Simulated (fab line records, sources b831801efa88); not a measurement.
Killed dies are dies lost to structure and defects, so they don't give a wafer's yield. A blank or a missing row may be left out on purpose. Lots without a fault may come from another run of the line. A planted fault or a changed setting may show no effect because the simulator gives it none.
fab line records | flow gf180mcu | part 1 of 2: steps 1 to 26 of 36
record lots=5 wafers=15 last_day=33
route steps=602 shown V1@353 M2@362 V2@382
lots that met no fault: from a run of the same line without faults
start_h: hours from the record's first day to the start of the lot's first wafer shown | wait_h: hours since the lot's step before | " the same as in the row above | L1.1+2: a row that stands for several wafers | - no value, or no start given | * or withheld: withheld | < > ~ a bound
route shown NAME@n: a module of which the file shows steps, and the number in the route of the first | usual: mean/standard deviation of fault-free wafers | same: alike in all rows | chamber/n: place in a boat | sites: the reading at each site | _std_site: their standard deviation | _edge_site: outer sites' mean less inner sites' | radius_mm: how far each site lies from the wafer's centre | mask NAME#n: copy n | behind: the tool/chamber that last shaped the wafer | hold: why the lot was held/for how many hours/how that ended | device: the transistor (n, p or np) that didn't switch | end of line: the same wafers' tests at the end of the route | a step without rows: its recipe alone | killed: dies lost to structure and defects at the first sort, not the wafer's yield | map: a wafer's dies, x killed, . not, _ none there
set.NAME: the setting as run; set.NAME@STEP: as run at that earlier step | model.NAME: the simulator's own value behind a step, which no gauge read
lots at some steps of the route; a table a step, a row a wafer
services: from which hour (start_h, from the record's first day; less than 0 if before it) a tool's chamber was out of use, for how many hours, and why
## steps
# step GF_V1_STRIP_18
# recipe chemistry=O2/N2 power_w=1400 pressure_mtorr=1500 platen_temp_c=250 o2_flow_sccm=3000 n2_flow_sccm=300 overash_fraction=0.5
# usual drypump_motor_current_A=5.4/0.32 heater_power_w=307/39 o2_flow_sccm=3000/9.4 oes_product_au=0.593/0.0044
# columns lot.wafer tool chamber start_h wait_h drypump_motor_current_A heater_power_w o2_flow_sccm oes_product_au rf_hours_counter_h
L075.2 plasma_asher-03 0 420.59 - 5.3 340 2990 0.584 78
L075.3 " 0 " " 5.3 348 2991 0.590 -
L075.5 " 0 " " 5.3 348 2988 0.592 -
L080.1 plasma_asher-02 1 463.86 - 5.0 253 2995 0.600 87
L080.2 " 0 " " 5.6 286 3001 0.598 87
L080.3 " 0 " " 5.6 280 2995 0.596 -
L082.2 plasma_asher-02 1 483.53 - 4.9 260 2988 0.593 89
L082.3 " 0 " " 5.6 285 2994 0.600 -
L082.4 " 1 " " 4.9 253 2989 0.597 -
L093.3 plasma_asher-03 1 577.46 - 5.3 323 2994 0.592 -
L093.5 " 1 " " 5.3 323 3005 0.597 -
L093.6 " 0 " " 5.4 336 3001 0.589 -
L094.2 plasma_asher-01 1 586.79 - 5.4 364 3010 0.593 78
L094.3 " 0 " " 6.0 292 2990 0.594 -
L094.6 " 1 " " 5.3 373 2999 0.597 -
# step GF_V1_STRIP_19
# recipe chemistry=post_etch_residue_remover time_s=1200 temp_c=72.5
# columns lot.wafer tool chamber start_h wait_h
L075.2+3+5 wet_bench-01 0 420.69 0.1
L080.1+2+3 wet_bench-04 3 463.96 0.1
L082.2+3+4 wet_bench-03 2 483.63 0.1
L093.3+5+6 wet_bench-03 0 577.53 0.0
L094.2+3+6 wet_bench-01 0 586.89 0.1
# step GF_V1_CLEAN_20
# recipe chemistry=DIW dry=n2_spin
# columns lot.wafer tool chamber start_h wait_h
L075.2+3+5 wet_bench-03 0 421.03 0.0
L080.1+2+3 wet_bench-01 3 464.30 0.0
L082.2+3+4 wet_bench-03 2 484.01 0.0
L093.3+5+6 wet_bench-01 1 577.87 0.0
L094.2+3+6 wet_bench-01 2 587.26 0.0
# step GF_V1_SPUTTER_21
# recipe material=Ti target_thk_nm=15 chamber_pressure_pa=5.109 power_w=2500 substrate_temp_c=200 time_s=80.02
# usual throttle_valve_pct=29.8/1.1
# columns lot.wafer tool chamber start_h wait_h throttle_valve_pct
L075.2 pvd_sputter-01 - 421.12 0.0 31.1
L075.3 " - " " 29.1
L075.5 " - " " 29.2
L080.1 pvd_sputter-01 - 464.39 0.0 29.1
L080.2 " - " " 31.4
L080.3 " - " " 30.9
L082.2 pvd_sputter-01 - 484.11 0.0 31.0
L082.3 " - " " 28.8
L082.4 " - " " 31.6
L093.3 pvd_sputter-01 - 577.97 0.0 31.0
L093.5 " - " " 29.0
L093.6 " - " " 31.2
L094.2 pvd_sputter-02 - 587.36 0.0 28.1
L094.3 " - " " 30.5
L094.6 " - " " 29.9
# step GF_V1_SPUTTER_22
# recipe material=TiN target_thk_nm=10 chamber_pressure_pa=5 power_w=4000 time_s=40
# usual throttle_valve_pct=29.8/1.1
# columns lot.wafer tool chamber start_h wait_h throttle_valve_pct
L075.2 pvd_sputter-01 - 421.18 0.0 31.0
L075.3 " - " " 29.2
L075.5 " - " " 29.0
L080.1 pvd_sputter-01 - 464.45 0.0 28.9
L080.2 " - " " 31.4
L080.3 " - " " 30.9
L082.2 pvd_sputter-01 - 484.17 0.0 30.8
L082.3 " - " " 29.1
L082.4 " - " " 31.4
L093.3 pvd_sputter-01 - 578.03 0.0 31.3
L093.5 " - " " 29.0
L093.6 " - " " 30.9
L094.2 pvd_sputter-02 - 587.43 0.0 28.3
L094.3 " - " " 30.4
L094.6 " - " " 29.8
# step GF_V1_CVD_23
# recipe material=W target_thk_nm=350 time_s=105.05 temp_c=400 pressure_torr=40
# usual heater_power_w=831/120
# columns lot.wafer tool chamber start_h wait_h heater_power_w
L075.2 cvd_w-02 1 421.22 0.0 771
L075.3 " 1 " " 798
L075.5 " 0 " " 744
L080.1 cvd_w-01 0 464.49 0.0 1014
L080.2 " 1 " " 741
L080.3 " 1 " " 733
L082.2 cvd_w-01 0 484.21 0.0 991
L082.3 " 0 " " 1020
L082.4 " 1 " " 717
L093.3 cvd_w-01 1 578.11 0.1 727
L093.5 " 0 " " 1013
L093.6 " 1 " " 742
L094.2 cvd_w-02 0 587.46 0.0 785
L094.3 " 0 " " 775
L094.6 " 0 " " 799
# step GF_V1_RS_MEAS_24
# recipe thk_meas_gauge=four-point-probe reads=W_of_V1_CVD_23+TiN_of_V1_SPUTTER_22+Ti_of_V1_SPUTTER_21
# usual V1_W_RS=0.324/0.0035
# columns lot.wafer tool chamber start_h wait_h V1_W_RS[ohm/sq]
L075.2 film_metro-02 - 421.35 0.1 0.324
L075.3 " - " " 0.324
L075.5 " - " " 0.326
L080.1 film_metro-03 - 464.60 0.1 0.321
L080.2 " - " " 0.322
L080.3 " - " " 0.319
L082.2 film_metro-04 - 484.34 0.1 0.326
L082.3 " - " " 0.327
L082.4 " - " " 0.324
L093.3 film_metro-02 - 578.22 0.1 0.317
L093.5 " - " " 0.319
L093.6 " - " " 0.313
L094.2 film_metro-04 - 587.60 0.1 0.331
L094.3 " - " " 0.326
L094.6 " - " " 0.331
# step GF_V1_THK_MEAS_25
# recipe thk_meas_gauge=xrf reads=W_of_V1_CVD_23
# usual V1_W_THK=352/6.9
# columns lot.wafer tool chamber start_h wait_h V1_W_THK[nm]
L075.2 film_metro-02 - 421.46 0.1 351
L075.3 " - " " 353
L075.5 " - " " 352
L080.1 film_metro-03 - 464.72 0.1 345
L080.2 " - " " 344
L080.3 " - " " 351
L082.2 film_metro-04 - 484.45 0.1 346
L082.3 " - " " 345
L082.4 " - " " 351
L093.3 film_metro-02 - 578.32 0.1 365
L093.5 " - " " 364
L093.6 " - " " 366
L094.2 film_metro-04 - 587.71 0.1 342
L094.3 " - " " 347
L094.6 " - " " 342
# step GF_V1_CMP_26
# recipe stop_on=SiO2 down_force_psi=3.5 platen_rpm=60 t_overpolish_s=15 target_thk_nm=0 pad_velocity_m_s=0.94248
# usual motor_current_A=10.5/0.76 overpolish_run_s=15.001/0.0094 slurry_flow_ml_min=150.0/0.46 time_to_endpoint_s=85/3.7
# columns lot.wafer tool chamber start_h wait_h motor_current_A overpolish_run_s slurry_flow_ml_min time_to_endpoint_s
L075.3 cmp-02 0 421.56 0.1 10.6 15.007 150.3 82
L075.2 " 1 " " 9.4 14.997 150.4 84
L075.5 " 0 " " 10.9 15.002 151.2 82
L080.1 cmp-01 3 464.83 0.1 10.1 14.994 150.4 93
L080.2 " 1 " " 9.9 14.998 149.9 93
L080.3 " 2 " " 10.7 15.009 149.7 91
L082.3 cmp-01 0 484.50 0.0 11.7 14.992 150.5 79
L082.4 " 1 " " 9.7 15.002 149.7 86
L082.2 " 2 " " 10.6 15.001 150.3 82
L093.3 cmp-01 2 578.36 0.0 10.2 15.003 149.9 85
L093.6 " 2 " " 10.0 14.996 149.5 86
L093.5 " 3 " " 10.2 15.004 150.2 86
L094.3 cmp-02 3 587.76 0.0 10.1 15.036 149.8 88
L094.2 " 1 " " 9.3 14.991 150.5 88
L094.6 " 0 " " 10.7 14.985 150.4 84
# step GF_M2_SPUTTER_00
# recipe material=Ti target_thk_nm=37.5 arriving_ion_energy_ev=80 substrate_temp_c=200 chamber_pressure_pa=2 power_w=4000 time_s=150
# usual throttle_valve_pct=29.7/1.2
# columns lot.wafer tool chamber start_h wait_h throttle_valve_pct
L075.2 pvd_sputter-03 - 421.81 0.1 29.4
L075.3 " - " " 30.3
L075.5 " - " " 29.5
L080.1 pvd_sputter-04 - 465.13 0.2 28.1
L080.2 " - " " 29.5
L080.3 " - " " 31.6
L082.2 pvd_sputter-01 - 484.80 0.1 30.9
L082.3 " - " " 31.5
L082.4 " - " " 29.8
L093.3 pvd_sputter-04 - 578.66 0.2 28.1
L093.5 " - " " 31.5
L093.6 " - " " 28.0
L094.2 pvd_sputter-03 - 588.06 0.1 27.7
L094.3 " - " " 29.3
L094.6 " - " " 29.3
# step GF_M2_SPUTTER_01
# recipe material=TiN target_thk_nm=30 power_w=6500 time_s=25 chamber_pressure_pa=0.4
# usual throttle_valve_pct=29.7/1.2
# columns lot.wafer tool chamber start_h wait_h throttle_valve_pct
L075.2 pvd_sputter-03 - 421.91 0.1 29.2
L075.3 " - " " 30.5
L075.5 " - " " 29.3
L080.1 pvd_sputter-04 - 465.23 0.1 28.1
L080.2 " - " " 29.4
L080.3 " - " " 31.6
L082.2 pvd_sputter-01 - 484.90 0.1 31.1
L082.3 " - " " 31.3
L082.4 " - " " 30.0
L093.3 pvd_sputter-04 - 578.76 0.1 28.1
L093.5 " - " " 31.5
L093.6 " - " " 28.1
L094.2 pvd_sputter-03 - 588.16 0.1 27.4
L094.3 " - " " 29.3
L094.6 " - " " 29.3
# step GF_M2_SPUTTER_02
# recipe material=AlCu target_thk_nm=450 power_w=10600 time_s=23.9 chamber_pressure_pa=0.4
# usual throttle_valve_pct=29.7/1.2
# columns lot.wafer tool chamber start_h wait_h throttle_valve_pct
L075.2 pvd_sputter-03 - 421.94 0.0 29.4
L075.3 " - " " 30.2
L075.5 " - " " 29.2
L080.1 pvd_sputter-04 - 465.27 0.0 28.1
L080.2 " - " " 29.6
L080.3 " - " " 31.6
L082.2 pvd_sputter-01 - 484.93 0.0 30.9
L082.3 " - " " 31.1
L082.4 " - " " 29.9
L093.3 pvd_sputter-04 - 578.80 0.0 28.0
L093.5 " - " " 31.7
L093.6 " - " " 28.2
L094.2 pvd_sputter-03 - 588.19 0.0 27.4
L094.3 " - " " 29.4
L094.6 " - " " 29.4
# step GF_M2_SPUTTER_03
# recipe material=Ti target_thk_nm=10 substrate_temp_c=300 chamber_pressure_pa=0.3 power_w=3000 time_s=6.7
# usual throttle_valve_pct=29.7/1.2
# columns lot.wafer tool chamber start_h wait_h throttle_valve_pct
L075.2 pvd_sputter-03 - 421.97 0.0 29.5
L075.3 " - " " 30.3
L075.5 " - " " 29.2
L080.1 pvd_sputter-04 - 465.30 0.0 28.1
L080.2 " - " " 29.8
L080.3 " - " " 31.4
L082.2 pvd_sputter-01 - 484.96 0.0 30.9
L082.3 " - " " 31.4
L082.4 " - " " 30.2
L093.3 pvd_sputter-04 - 578.83 0.0 28.1
L093.5 " - " " 31.9
L093.6 " - " " 28.2
L094.2 pvd_sputter-03 - 588.22 0.0 27.5
L094.3 " - " " 29.2
L094.6 " - " " 29.2
# step GF_M2_SPUTTER_04
# recipe material=TiN target_thk_nm=50 power_w=6500 time_s=41.7 chamber_pressure_pa=0.4
# usual throttle_valve_pct=29.7/1.2
# columns lot.wafer tool chamber start_h wait_h throttle_valve_pct
L075.2 pvd_sputter-03 - 421.99 0.0 29.4
L075.3 " - " " 30.2
L075.5 " - " " 29.2
L080.1 pvd_sputter-04 - 465.32 0.0 27.9
L080.2 " - " " 29.5
L080.3 " - " " 31.8
L082.2 pvd_sputter-01 - 484.98 0.0 31.1
L082.3 " - " " 31.5
L082.4 " - " " 30.1
L093.3 pvd_sputter-04 - 578.85 0.0 28.2
L093.5 " - " " 31.6
L093.6 " - " " 28.1
L094.2 pvd_sputter-03 - 588.24 0.0 27.6
L094.3 " - " " 29.7
L094.6 " - " " 29.3
# step GF_M2_RS_MEAS_05
# recipe thk_meas_gauge=four-point-probe reads=TiN_of_M2_SPUTTER_04+Ti_of_M2_SPUTTER_03+AlCu_of_M2_SPUTTER_02+TiN_of_M2_SPUTTER_01+Ti_of_M2_SPUTTER_00
# usual M2_ALCU_RS=0.0695/0.00083
# columns lot.wafer tool chamber start_h wait_h M2_ALCU_RS[ohm/sq]
L075.2 film_metro-01 - 422.05 0.0 0.0701
L075.3 " - " " 0.0701
L075.5 " - " " 0.0689
L080.1 film_metro-02 - 465.36 0.0 0.0682
L080.2 " - " " 0.0689
L080.3 " - " " 0.0684
L082.2 film_metro-02 - 485.04 0.0 0.0683
L082.3 " - " " 0.0688
L082.4 " - " " 0.0689
L093.3 film_metro-01 - 578.93 0.1 0.0690
L093.5 " - " " 0.0699
L093.6 " - " " 0.0686
L094.2 film_metro-01 - 588.30 0.0 0.0709
L094.3 " - " " 0.0699
L094.6 " - " " 0.0693
# step GF_M2_THK_MEAS_06
# recipe thk_meas_gauge=xrf reads=AlCu_of_M2_SPUTTER_02
# usual M2_ALCU_THK=453/6
# columns lot.wafer tool chamber start_h wait_h M2_ALCU_THK[nm]
L075.2 film_metro-01 - 422.16 0.1 445
L075.3 " - " " 448
L075.5 " - " " 454
L080.1 film_metro-02 - 465.48 0.1 464
L080.2 " - " " 460
L080.3 " - " " 460
L082.2 film_metro-02 - 485.15 0.1 463
L082.3 " - " " 459
L082.4 " - " " 461
L093.3 film_metro-01 - 579.03 0.1 459
L093.5 " - " " 452
L093.6 " - " " 460
L094.2 film_metro-01 - 588.41 0.1 447
L094.3 " - " " 454
L094.6 " - " " 458
# step GF_M2_DEHYDRATE_07
# recipe temp_c=200 time_s=60
# usual chill_plate_temp_C=23.00/0.1
# columns lot.wafer tool chamber start_h wait_h chill_plate_temp_C
L075.2 litho_track-04 0 433.47 11.3 22.95
L075.3 " 0 " " 22.91
L075.5 " 0 " " 22.83
L080.1 litho_track-04 0 476.55 11.1 23.00
L080.2 " 0 " " 22.99
L080.3 " 0 " " 22.88
L082.2 litho_track-03 0 496.33 11.2 22.91
L082.3 " 0 " " 23.08
L082.4 " 0 " " 22.90
L093.3 litho_track-04 0 588.00 9.0 22.92
L093.5 " 0 " " 23.13
L093.6 " 0 " " 23.00
L094.2 litho_track-02 0 598.61 10.2 22.80
L094.3 " 0 " " 22.90
L094.6 " 0 " " 22.90
# step GF_M2_HMDS_08
# recipe prime_time_s=60 prime_temp_c=120
# usual chill_plate_temp_C=23.01/0.11
# columns lot.wafer tool chamber start_h wait_h chill_plate_temp_C
L075.2 litho_track-04 0 433.62 0.1 23.01
L075.3 " 0 " " 22.91
L075.5 " 0 " " 22.93
L080.1 litho_track-04 0 476.70 0.1 23.10
L080.2 " 0 " " 22.94
L080.3 " 0 " " 22.90
L082.2 litho_track-03 0 496.48 0.1 22.95
L082.3 " 0 " " 23.03
L082.4 " 0 " " 23.10
L093.3 litho_track-04 0 588.15 0.1 22.95
L093.5 " 0 " " 22.93
L093.6 " 0 " " 23.08
L094.2 litho_track-02 0 598.76 0.1 23.06
L094.3 " 0 " " 22.97
L094.6 " 0 " " 23.03
# step GF_M2_COAT_09
# recipe resist=KrF spin_rpm=withheld resist_thk_nm=1000
# usual chill_plate_temp_C=22.98/0.097
# columns lot.wafer tool chamber start_h wait_h chill_plate_temp_C
L075.2 litho_track-04 0 433.77 0.1 22.97
L075.3 " 0 " " 22.79
L075.5 " 0 " " 23.06
L080.1 litho_track-04 0 476.85 0.1 22.79
L080.2 " 0 " " 22.90
L080.3 " 0 " " 22.82
L082.2 litho_track-03 0 496.63 0.1 23.04
L082.3 " 0 " " 22.79
L082.4 " 0 " " 22.90
L093.3 litho_track-04 0 588.30 0.1 23.16
L093.5 " 0 " " 22.79
L093.6 " 0 " " 23.01
L094.2 litho_track-02 0 598.91 0.1 22.94
L094.3 " 0 " " 23.10
L094.6 " 0 " " 23.13
# step GF_M2_SOFTBAKE_10
# recipe temp_c=131.3 time_s=60 resist=KrF
# usual chill_plate_temp_C=23.01/0.092
# columns lot.wafer tool chamber start_h wait_h chill_plate_temp_C
L075.2 litho_track-04 0 433.92 0.1 22.90
L075.3 " 0 " " 23.08
L075.5 " 0 " " 22.85
L080.1 litho_track-04 0 477.00 0.1 22.97
L080.2 " 0 " " 22.96
L080.3 " 0 " " 22.95
L082.2 litho_track-03 0 496.78 0.1 23.18
L082.3 " 0 " " 22.98
L082.4 " 0 " " 23.16
L093.3 litho_track-04 0 588.45 0.1 22.93
L093.5 " 0 " " 23.09
L093.6 " 0 " " 23.03
L094.2 litho_track-02 0 599.06 0.1 22.91
L094.3 " 0 " " 23.06
L094.6 " 0 " " 22.91
# step GF_M2_EXPOSE_11
# recipe mask_id=Metal2 target_cd_nm=280 na=0.68 source_shape=conventional sigma_outer=0.6 dose_mj=28
# columns lot.wafer tool chamber start_h wait_h mask
L075.2+3+5 krf_scanner-02 0 - - Metal2#0
L080.1+2+3 krf_scanner-02 0 - - Metal2#0
L082.2+3+4 krf_scanner-02 0 - - Metal2#0
L093.3+5+6 krf_scanner-02 0 - - Metal2#0
L094.2+3+6 krf_scanner-01 0 - - Metal2#0
# step GF_M2_PEB_12
# recipe peb_temp_c=135 peb_time_s=90 resist=KrF
# usual chill_plate_temp_C=23.01/0.098
# columns lot.wafer tool chamber start_h wait_h chill_plate_temp_C
L075.2 litho_track-04 0 - - 23.20
L075.3 " 0 " " 22.98
L075.5 " 0 " " 23.14
L080.1 litho_track-04 0 - - 23.21
L080.2 " 0 " " 23.14
L080.3 " 0 " " 22.98
L082.2 litho_track-04 0 - - 22.95
L082.3 " 0 " " 22.99
L082.4 " 0 " " 22.95
L093.3 litho_track-04 0 - - 22.92
L093.5 " 0 " " 22.92
L093.6 " 0 " " 22.95
L094.2 litho_track-03 0 - - 22.92
L094.3 " 0 " " 23.10
L094.6 " 0 " " 23.16
# step GF_M2_DEVELOP_13
# recipe develop_time_s=60 dev_temp_c=21
# usual chill_plate_temp_C=23.01/0.092
# columns lot.wafer tool chamber start_h wait_h chill_plate_temp_C
L075.2 litho_track-04 0 446.12 0.2 23.13
L075.3 " 0 " " 23.12
L075.5 " 0 " " 22.98
L080.1 litho_track-04 0 488.40 0.2 22.96
L080.2 " 0 " " 23.05
L080.3 " 0 " " 23.08
L082.2 litho_track-04 0 509.12 0.2 22.93
L082.3 " 0 " " 22.93
L082.4 " 0 " " 22.97
L093.3 litho_track-04 0 599.55 0.1 23.06
L093.5 " 0 " " 23.01
L093.6 " 0 " " 22.95
L094.2 litho_track-03 0 608.58 0.2 22.93
L094.3 " 0 " " 22.92
L094.6 " 0 " " 23.11
# step GF_M2_CD_MEAS_14
# recipe target_cd_nm=280
# usual cd_nm=279.9/1.4
# columns lot.wafer tool chamber start_h wait_h cd_nm
L075.2 cd_sem-02 - 446.27 0.1 282.1
L075.3 " - " " 283.1
L075.5 " - " " 283.0
L080.1 cd_sem-02 - 488.55 0.1 280.7
L080.2 " - " " 279.1
L080.3 " - " " 280.0
L082.2 cd_sem-01 - 509.27 0.1 279.8
L082.3 " - " " 280.3
L082.4 " - " " 281.0
L093.3 cd_sem-02 - 599.69 0.1 281.2
L093.5 " - " " 281.5
L093.6 " - " " 282.5
L094.2 cd_sem-02 - 608.73 0.1 278.8
L094.3 " - " " 278.9
L094.6 " - " " 278.5
# step GF_M2_OVL_MEAS_15
# usual M2_OVL=1/5.8
# columns lot.wafer tool chamber start_h wait_h M2_OVL[nm]
L075.2 overlay-02 - 446.37 0.1 -3
L075.3 " - " " -1
L075.5 " - " " -2
L080.1 overlay-01 - 488.67 0.1 2
L080.2 " - " " 0
L080.3 " - " " 7
L082.2 overlay-01 - 509.37 0.1 8
L082.3 " - " " -3
L082.4 " - " " 5
L093.3 overlay-02 - 599.78 0.1 7
L093.5 " - " " 7
L093.6 " - " " 2
L094.2 overlay-02 - 608.83 0.1 3
L094.3 " - " " -4
L094.6 " - " " 7
# step GF_M2_METAL_ETCH_16
# recipe chemistry=Cl2/BCl3 mask_material=KrF target_depth_nm=627.5 stop_on=SiO2 pressure_mtorr=8 icp_w=800 bias_w=140 Cl2_flow_sccm=80 bcl3_flow_sccm=40 time_s=104.6
# usual drypump_motor_current_A=5.5/0.32 oes_product_au=0.970/0.0067 throttle_valve_pct=28.252/0.01
# columns lot.wafer tool chamber start_h wait_h drypump_motor_current_A oes_product_au rf_hours_counter_h throttle_valve_pct
L075.2 rie_metal-02 0 446.44 0.1 5.7 0.967 - 28.257
L075.3 " 0 " " 5.7 0.957 - 28.248
L075.5 " 0 " " 5.7 0.973 - 28.244
L080.1 rie_metal-01 1 488.70 0.0 5.9 0.985 2 28.259
L080.2 " 0 " " 5.8 0.971 11 28.234
L080.3 " 1 " " 5.9 0.987 - 28.239
L082.2 rie_metal-03 0 509.44 0.1 5.2 0.983 - 28.262
L082.3 " 0 " " 5.2 0.969 - 28.262
L082.4 " 0 " " 5.2 0.976 - 28.233
L093.3 rie_metal-03 0 599.84 0.1 5.1 0.972 - 28.239
L093.5 " 0 " " 5.2 0.960 - 28.239
L093.6 " 1 " " 5.4 0.960 - 28.252
L094.2 rie_metal-02 1 608.86 0.0 5.0 0.962 4 28.257
L094.3 " 0 " " 5.7 0.970 - 28.256
L094.6 " 1 " " 5.0 0.966 - 28.259
